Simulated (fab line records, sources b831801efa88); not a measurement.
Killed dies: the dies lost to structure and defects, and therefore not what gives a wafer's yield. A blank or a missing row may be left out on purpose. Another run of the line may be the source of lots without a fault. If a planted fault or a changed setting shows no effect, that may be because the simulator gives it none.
A lot that was struck, set against a sound lot / flow sky130 / 22 out of 708 route steps
Sound: wafers L109.1, L109.4, L109.6. Struck: wafer L113.4 (left out: L113.3, a lot-mate that was not struck); the cause follows at the end.
For every step that has rows: the tool of each side, followed by ch and its chambers, followed by its first start. Under that, the readings that differ: sound wafers / struck wafers / difference of the means / sigmas: that difference in standard deviations of wafers without a fault.
alike: readings whose means differ by less than 2 such deviations, and words and numbers that are the same on both sides. not compared: withheld readings, readings that some wafer has no value for, bounds like >300 that may hide the same value, and numbers for which the record gives no deviation and whose values overlap.
Wherever a step has rows on one side only, a row that says differs or no value, or a row with sigmas, the two part there. Numbers that have no deviation but don't overlap get no sigmas and don't part them. A reading that every wafer of one side lacks parts them only if that side has two wafers or more.

first, 1 step without rows for these wafers: SKY_CAPM_DEVELOP_11 (develop time 60 s).
SKY_CAPM_OVL_MEAS_12:
  struck on overlay-02, day 41 02:02; sound on overlay-01, day 40 04:10
  alike: CAPM_OVL
SKY_CAPM_METAL_ETCH_13: etches TiN in Cl2/BCl3, stops on SiO2, target depth 220 nm, time 62.9 s.
  sound on rie_metal-04 ch 0, day 40 04:13; struck on rie_metal-04 ch 1, day 41 02:05
reading=rf_fwd_power_W (W); sound=890 893 893; struck=884; difference=-8; sigmas=-2
  alike: bcl3_flow_sccm, drypump_motor_current_A, mfc_cl2_sccm, oes_product_au, throttle_valve_pct
  not compared: rf_hours_counter_h
SKY_CAPM_STRIP_14: strips in O2/N2.
  sound on plasma_asher-03 ch 0,1, day 40 04:22; struck on plasma_asher-04 ch 1, day 41 02:10
  alike: drypump_motor_current_A, oes_product_au, strip_time_to_endpoint_s
  not compared: rf_hours_counter_h
then, 8 steps without rows for these wafers: SKY_CAPM_STRIP_15 (strips in post etch residue remover, time 1200 s); SKY_CAPM_CLEAN_16 (cleans in IPA, time 180 s); SKY_CAPM_CLEAN_17 (cleans in O3/DIW); SKY_METAL3_DEHYDRATE_05 (time 60 s); SKY_METAL3_HMDS_06 (prime time 60 s); SKY_METAL3_COAT_07 (resist thk 60 nm); SKY_METAL3_COAT_08 (resist thk 1140 nm); SKY_METAL3_SOFTBAKE_09 (time 90 s).
SKY_METAL3_EXPOSE_10: exposes mask MM3, target cd 300 nm.
  sound on krf_scanner-02 ch 0, day 40 18:40; struck on krf_scanner-02 ch 0, day 41 15:47
  alike: mask, exposure_dose_mJ_cm2
then, 2 steps without rows for these wafers: SKY_METAL3_PEB_11; SKY_METAL3_DEVELOP_12 (develop time 60 s).
SKY_METAL3_CD_MEAS_13 targets a cd of 300 nm.
  struck on cd_sem-01, day 42 03:10; sound on cd_sem-01, day 41 07:07
reading=cd_nm (nm); sound=301.2 301.0 301.3; struck=179.6; difference=-121.6; sigmas=-76
SKY_METAL3_OVL_MEAS_14:
  struck on overlay-02, day 42 03:15; sound on overlay-02, day 41 07:14
  alike: METAL3_OVL
SKY_METAL3_DESCUM_15: chemistry O2, time 8 s.
  sound on rie_metal-03 ch 0,1, day 41 07:17; struck on rie_metal-01 ch 0, day 42 03:17
reading=rf_fwd_power_W (W); sound=146.8 148.4 147.6; struck=146.1; difference=-1.5; sigmas=-2
reading=model.METAL3.cd_nm (nm); sound=301.7 301.4 301.7; struck=179.2; difference=-122.4; sigmas=
  alike: drypump_motor_current_A, oes_product_au
  not compared: rf_hours_counter_h
SKY_METAL3_ETCH_16: etches BARC in N2/H2, stops on SiO2, time 88.2 s, target depth 60 nm.
  sound on rie_metal-03 ch 0,1, day 41 07:19; struck on rie_metal-01 ch 0, day 42 03:20
  alike: drypump_motor_current_A, oes_product_au, rf_fwd_power_W, throttle_valve_pct
  not compared: rf_hours_counter_h
SKY_METAL3_ETCH_17: etches SiO2 in C4F8/O2/Ar, stops on TiN, time 3.9 s, target depth 15 nm.
  sound on rie_diel-03 ch 1,3, day 41 07:25; struck on rie_diel-02 ch 0, day 42 03:24
  alike: oes_product_au, rf_fwd_power_W
  not compared: rf_hours_counter_h
SKY_METAL3_METAL_ETCH_18: etches the open film in Cl2/BCl3, stops on SiO2, target depth 845 nm, time 183.1 s.
  sound on rie_metal-04 ch 0,1, day 41 07:25; struck on rie_metal-04 ch 0, day 42 03:32
reading=model.METAL3.cd_nm (nm); sound=305 304.7 308.1; struck=180.1; difference=-125.8; sigmas=
  alike: bcl3_flow_sccm, drypump_motor_current_A, mfc_cl2_sccm, oes_product_au, rf_fwd_power_W, throttle_valve_pct
  not compared: rf_hours_counter_h
SKY_METAL3_STRIP_19: strips in O2/N2.
  sound on plasma_asher-01 ch 0,1, day 41 07:36; struck on plasma_asher-01 ch 1, day 42 03:49
  alike: drypump_motor_current_A, oes_product_au, strip_time_to_endpoint_s
  not compared: rf_hours_counter_h

== WHERE THEY PART ==
Earliest at SKY_CAPM_METAL_ETCH_13; latest, in this record, at SKY_METAL3_DESCUM_15. Later steps at which nothing parts them and some readings are alike: SKY_METAL3_ETCH_16, SKY_METAL3_ETCH_17, SKY_METAL3_METAL_ETCH_18, SKY_METAL3_STRIP_19.

WHY: the cause the simulator had injected
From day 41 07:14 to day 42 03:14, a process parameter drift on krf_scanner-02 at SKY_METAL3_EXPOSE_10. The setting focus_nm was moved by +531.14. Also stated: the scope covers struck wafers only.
